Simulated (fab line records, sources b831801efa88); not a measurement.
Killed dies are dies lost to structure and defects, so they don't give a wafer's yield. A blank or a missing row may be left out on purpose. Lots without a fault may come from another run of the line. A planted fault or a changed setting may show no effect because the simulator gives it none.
Split-lot experiment | flow sky130 | 5 lots, 23 wafers read, on a route of 708 steps

THE SPLIT
At SKY_VT_ADJUST_HVTR_IMPLANT_09, the setting dose_cm2 was moved away from the recipe's 2.1e+12 on 8 of the 23 wafers read, by -7.0% to +2.3%. The other wafers ran this setting at the recipe's value.

FROM THE SPLIT TO THE READING: what the file shows between them, 1 step
- SKY_VT_ADJUST_HVTR_STRIP_10: strips in O2/N2

THE READING
VT_ADJUST_HVTR_TW, at SKY_VT_ADJUST_HVTR_TW_MEAS_11. Fault-free wafers of this fab line usually give 209.6, standard deviation 1.3.

wafer  | tool, chamber at the split | dose_cm2 as run | against the recipe | VT_ADJUST_HVTR_TW | against lot-mates on the recipe
L074.2 | implanter-01, 0            | 2.1e+12         | recipe             | 207.9             | -
L074.3 | implanter-01, 0            | 2.1e+12         | recipe             | 209.1             | -
L074.4 | implanter-01, 0            | 2.1e+12         | recipe             | 209.3             | -
L075.1 | implanter-03, 0            | 2.014e+12       | -4.1%              | 208.0             | -2.4
L075.2 | implanter-03, 0            | 2.014e+12       | -4.1%              | 208.5             | -1.9
L075.3 | implanter-03, 0            | 2.1e+12         | recipe             | 211.0             | -
L075.5 | implanter-03, 0            | 2.1e+12         | recipe             | 209.8             | -
L075.6 | implanter-03, 0            | 2.014e+12       | -4.1%              | 207.9             | -2.5
L080.1 | implanter-04, 0            | 2.1e+12         | recipe             | 209.7             | -
L080.2 | implanter-04, 0            | 2.1e+12         | recipe             | 209.1             | -
L080.3 | implanter-04, 0            | 2.1e+12         | recipe             | 209.2             | -
L080.4 | implanter-04, 0            | 2.1e+12         | recipe             | 209.3             | -
L080.5 | implanter-04, 0            | 2.1e+12         | recipe             | 209.8             | -
L083.1 | implanter-01, 0            | 2.1e+12         | recipe             | 209.3             | -
L083.2 | implanter-01, 0            | 2.1e+12         | recipe             | 208.7             | -
L083.3 | implanter-01, 0            | 2.1e+12         | recipe             | 208.7             | -
L083.5 | implanter-01, 0            | 2.148e+12       | +2.3%              | 210.2             | +1.3
L083.6 | implanter-01, 0            | 2.148e+12       | +2.3%              | 209.9             | +1.0
L085.1 | implanter-01, 0            | 1.953e+12       | -7.0%              | 207.7             | -4.3
L085.2 | implanter-01, 0            | 1.953e+12       | -7.0%              | 208.0             | -4.0
L085.3 | implanter-01, 0            | 2.1e+12         | recipe             | 212.4             | -
L085.4 | implanter-01, 0            | 2.1e+12         | recipe             | 211.6             | -
L085.6 | implanter-01, 0            | 1.953e+12       | -7.0%              | 208.3             | -3.7

THE FIT
A straight line over all 23 wafers: VT_ADJUST_HVTR_TW changes by +0.258 for each +1% of dose_cm2; r = +0.60; the points scatter about the line by 0.99.
The same after taking each lot's own level away (the mean of its wafers on the recipe; 23 wafers): +0.561 for each +1%; r = +0.97; scatter 0.4.
On that fit, the largest move of dose_cm2 shifts the reading by 3.9.
The lots' own levels span 208.77 to 212.00, that is 2.5 times the standard deviation above.
So the lot-to-lot level blurs the effect unless lot-mates are compared.
Check: with one of the wafers moved furthest among these (-7.0%) left out of the fit, the line predicts -3.84 for it against its lot-mates. It came out at -4.3 against them.

OTHER SPLITS ON THESE WAFERS
These wafers also went through other splits before the reading. Each is held against what the fit with the lots' levels taken away leaves over:
other split on the same wafers           | wafers away from the commonest value | r with VT_ADJUST_HVTR_TW (lot level and that fit taken away)
SKY_DNWELL_COAT_02 resist_thk_nm         | 8                                    | -0.08
SKY_NWELL_IMPLANT_24 energy_kev          | 8                                    | +0.19
SKY_VT_ADJUST_HVTP_COAT_02 resist_thk_nm | 5                                    | -0.12
SKY_VT_ADJUST_HVTP_IMPLANT_09 dose_cm2   | 11                                   | +0.17
SKY_VT_ADJUST_LVTN_IMPLANT_08 energy_kev | 7                                    | -0.18
SKY_VT_ADJUST_LVTN_COAT_13 resist_thk_nm | 6                                    | -0.20
SKY_VT_ADJUST_LVTN_STRIP_20 o2_flow_sccm | 2                                    | -0.12

THE FILE'S OWN FIT
VT_ADJUST_HVTR_TW changes by +0.561 for each +1% of dose_cm2, r = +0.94.
